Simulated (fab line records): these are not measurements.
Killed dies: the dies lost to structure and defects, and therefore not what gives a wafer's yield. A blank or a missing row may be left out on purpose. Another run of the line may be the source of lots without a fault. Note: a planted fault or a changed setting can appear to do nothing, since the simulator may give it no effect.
Which tool is to blame?	flow gf180mcu	14 lots, 42 wafers sampled, at 4 steps of a route of 602

== WHAT EACH GAUGE READ, for each wafer ==
No reading from a measuring or inspecting step in the record can be judged against a usual standard deviation.

== WHICH TOOL RAN EACH LOT (tool, then ch and the chambers of the sampled wafers, then the start) ==
lot	GF_V1_ETCH_17	GF_V1_SPUTTER_21	GF_V1_CMP_26	GF_M2_SPUTTER_01
L607	rie diel-01 ch 0,2,3, day 17 20:37 or earlier	pvd sputter-01, day 17 20:37	cmp-01 ch 0,1, day 17 21:04	pvd sputter-03, day 17 21:25
L609	rie diel-02 ch 0,2, day 18 12:34 or earlier	pvd sputter-04, day 18 12:34	cmp-02 ch 0,1,3, day 18 13:06	pvd sputter-01, day 18 13:21
L611	rie diel-02 ch 0,2,3, day 19 17:35 or earlier	pvd sputter-04, day 19 17:35	cmp-02 ch 0,1,3, day 19 17:59	pvd sputter-03, day 19 18:23
L610	rie diel-03 ch 0,3, day 19 23:35 or earlier	pvd sputter-02, day 19 23:35	cmp-02 ch 0,1,3, day 20 00:08	pvd sputter-03, day 20 00:23
L613	rie diel-02 ch 0,1,2, day 21 04:01 or earlier	pvd sputter-04, day 21 04:01	cmp-02 ch 0,1,3, day 21 04:25	pvd sputter-01, day 21 04:49
L614	rie diel-01 ch 1,2, day 21 17:50 or earlier	pvd sputter-02, day 21 17:50	cmp-02 ch 0,2,3, day 21 18:16	pvd sputter-03, day 21 18:37
L616	rie diel-01 ch 0,2, day 22 09:01 or earlier	pvd sputter-02, day 22 09:01	cmp-01 ch 0,1,2, day 22 09:28	pvd sputter-03, day 22 09:49
L617	rie diel-03 ch 0,1,3, day 22 13:10 or earlier	pvd sputter-01, day 22 13:10	cmp-01 ch 1,3, day 22 13:37	pvd sputter-01, day 22 13:58
L618	rie diel-01 ch 0,2,3, day 22 15:46 or earlier	pvd sputter-02, day 22 15:46	cmp-01 ch 1,2, day 22 16:10	pvd sputter-04, day 22 16:34
L621	rie diel-01 ch 2,3, day 23 11:14 or earlier	pvd sputter-01, day 23 11:14	cmp-02 ch 0,1,3, day 23 11:41	pvd sputter-01, day 23 12:02
L625	rie diel-03 ch 0,1,2, day 24 17:51 or earlier	pvd sputter-02, day 24 17:51	cmp-01 ch 1,2,3, day 24 18:14	pvd sputter-04, day 24 18:38
L626	rie diel-03 ch 0,1,2, day 25 01:40 or earlier	pvd sputter-01, day 25 01:40	cmp-02 ch 0,1,2, day 25 02:11	pvd sputter-04, day 25 02:27
L627	rie diel-01 ch 1,3, day 25 10:33 or earlier	pvd sputter-04, day 25 10:33	cmp-02 ch 0,1, day 25 11:00	pvd sputter-03, day 25 11:22
L628	rie diel-03 ch 0,1,2, day 25 11:34 or earlier	pvd sputter-04, day 25 11:34	cmp-01 ch 0,3, day 25 11:57	pvd sputter-03, day 25 12:21
- GF_V1_ETCH_17: etches SiO2 in C4F8/O2/Ar, stops on TiN, target depth 630 nm.
- GF_V1_SPUTTER_21: material Ti, target thk 15 nm, time 80.02 s.
- GF_V1_CMP_26: polishes, stops on SiO2, t overpolish 15 s, target thk 0 nm.
- GF_M2_SPUTTER_01: material TiN, target thk 30 nm, time 25 s.

== AS READ BY THE TOOLS THEMSELVES (means over the sampled wafers that have a number; for cases with no such wafer, the mark the record gives instead) ==
GF_V1_ETCH_17. Usual: chamber pressure mTorr 39.99 mTorr, standard deviation 0.031; oes product au 0.856 a.u., standard deviation 0.0049; rf fwd power W 1492 W, standard deviation 5.3.
lot	tool	chamber pressure mTorr (mTorr)	oes product au (a.u.)	rf fwd power W (W)	flag
L607	rie diel-01	40.02	0.860	1489	
L609	rie diel-02	39.98	0.852	1490	
L611	rie diel-02	39.99	0.855	1492	
L610	rie diel-03	39.99	0.857	1495	
L613	rie diel-02	40.00	0.854	1494	
L614	rie diel-01	39.99	0.853	1494	
L616	rie diel-01	40.01	0.854	1492	
L617	rie diel-03	39.99	0.856	1498	
L618	rie diel-01	40.02	0.856	1494	
L621	rie diel-01	39.99	0.855	1492	
L625	rie diel-03	39.96	0.856	1493	
L626	rie diel-03	40.00	0.853	1490	
L627	rie diel-01	40.00	0.850	1492	
L628	rie diel-03	40.00	0.856	1493	

GF_V1_SPUTTER_21. Usual: cathode dc power W 2500.0 W, standard deviation 0.43; throttle valve pct 30.1 %, standard deviation 1.
lot	tool	cathode dc power W (W)	throttle valve pct (%)	flag
L607	pvd sputter-01	2500.1	31.0	
L609	pvd sputter-04	2499.9	29.9	
L611	pvd sputter-04	2500.3	29.8	
L610	pvd sputter-02	2499.6	30.1	
L613	pvd sputter-04	2499.9	29.3	
L614	pvd sputter-02	2499.9	29.9	
L616	pvd sputter-02	2500.2	29.8	
L617	pvd sputter-01	2500.0	30.9	
L618	pvd sputter-02	2499.7	29.6	
L621	pvd sputter-01	2500.0	30.5	
L625	pvd sputter-02	2500.1	29.6	
L626	pvd sputter-01	2500.1	30.5	
L627	pvd sputter-04	2499.9	29.0	
L628	pvd sputter-04	2499.9	29.9	

GF_V1_CMP_26. Usual: motor current A 11.3 A, standard deviation 1.2; overpolish run s 15.000 s, standard deviation 0.0086; platen rpm 60.00 rpm, standard deviation 0.041; time to endpoint s 86 s, standard deviation 3.1.
lot	tool	motor current A (A)	overpolish run s (s)	platen rpm (rpm)	time to endpoint s (s)	flag
L607	cmp-01	11.3	15.010	59.99	86	
L609	cmp-02	11.4	15.004	60.03	90	
L611	cmp-02	11.8	14.998	60.04	86	
L610	cmp-02	11.5	15.001	59.98	85	
L613	cmp-02	12.0	14.995	60.00	89	
L614	cmp-02	10.9	14.996	59.96	87	
L616	cmp-01	11.1	15.001	60.03	82	
L617	cmp-01	10.7	14.995	60.02	85	
L618	cmp-01	10.1	14.991	60.00	83	
L621	cmp-02	11.6	15.005	59.95	86	
L625	cmp-01	10.4	14.996	59.97	83	
L626	cmp-02	11.5	10.019	59.99	105	OFF
L627	cmp-02	11.1	5.026	60.02	116	OFF
L628	cmp-01	11.3	14.997	59.98	85	

GF_M2_SPUTTER_01. Usual: cathode dc power W 6499.7 W, standard deviation 1.2; throttle valve pct 30.1 %, standard deviation 1.1.
lot	tool	cathode dc power W (W)	throttle valve pct (%)	flag
L607	pvd sputter-03	6499.8	30.1	
L609	pvd sputter-01	6499.3	31.0	
L611	pvd sputter-03	6499.4	30.0	
L610	pvd sputter-03	6499.2	30.0	
L613	pvd sputter-01	6499.6	30.9	
L614	pvd sputter-03	6499.3	29.8	
L616	pvd sputter-03	6499.1	30.2	
L617	pvd sputter-01	6499.8	30.4	
L618	pvd sputter-04	6500.8	29.6	
L621	pvd sputter-01	6500.7	31.0	
L625	pvd sputter-04	6499.7	28.9	
L626	pvd sputter-04	6500.0	30.3	
L627	pvd sputter-03	6501.4	31.4	
L628	pvd sputter-03	6499.6	30.1	

== THE ANSWER, worked out from the rows above alone ==
Rule: a lot counts as off when the mean over its wafers that have a number is more than 3 standard deviations away from the usual mean. Also off: a lot with no number at a reading for which 4 or more lots have one. Where the step has rows for the other lots, those lots are counted as sound. Order of review: gauges by route order, followed by the tools' own readings, for which a lot's mean as printed above is used. At the first step where some lot is off, the reading lying furthest off is the one used; lots without a number count as furthest.
Off, at GF_V1_CMP_26 on overpolish run s: L626, L627.
A tool fits if, at that step or a process step before it, it ran every lot that is off, and no sound lot after the first of them. GF_V1_ETCH_17: start missing for some lots; hours and lot order therefore follow GF_V1_SPUTTER_21. One fits: cmp-02 at GF_V1_CMP_26. A fault onset in the window from L621 (day 23 11:41, its last sound lot) to L626 (day 25 02:11, its first lot off) fits.
The tool's own readings at GF_V1_CMP_26 bear it out: on the lots that are off they differ by more than 5 times the standard deviation of the sound lots' means. overpolish run s reads 7.522 s there against 14.999 s on the sound lots; time to endpoint s reads 110 s there against 86 s on the sound lots.

== WHAT WAS PUT IN BY THE SIMULATOR ==
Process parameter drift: cmp-02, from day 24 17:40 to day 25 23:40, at GF_V1_CMP_26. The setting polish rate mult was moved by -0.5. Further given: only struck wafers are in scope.
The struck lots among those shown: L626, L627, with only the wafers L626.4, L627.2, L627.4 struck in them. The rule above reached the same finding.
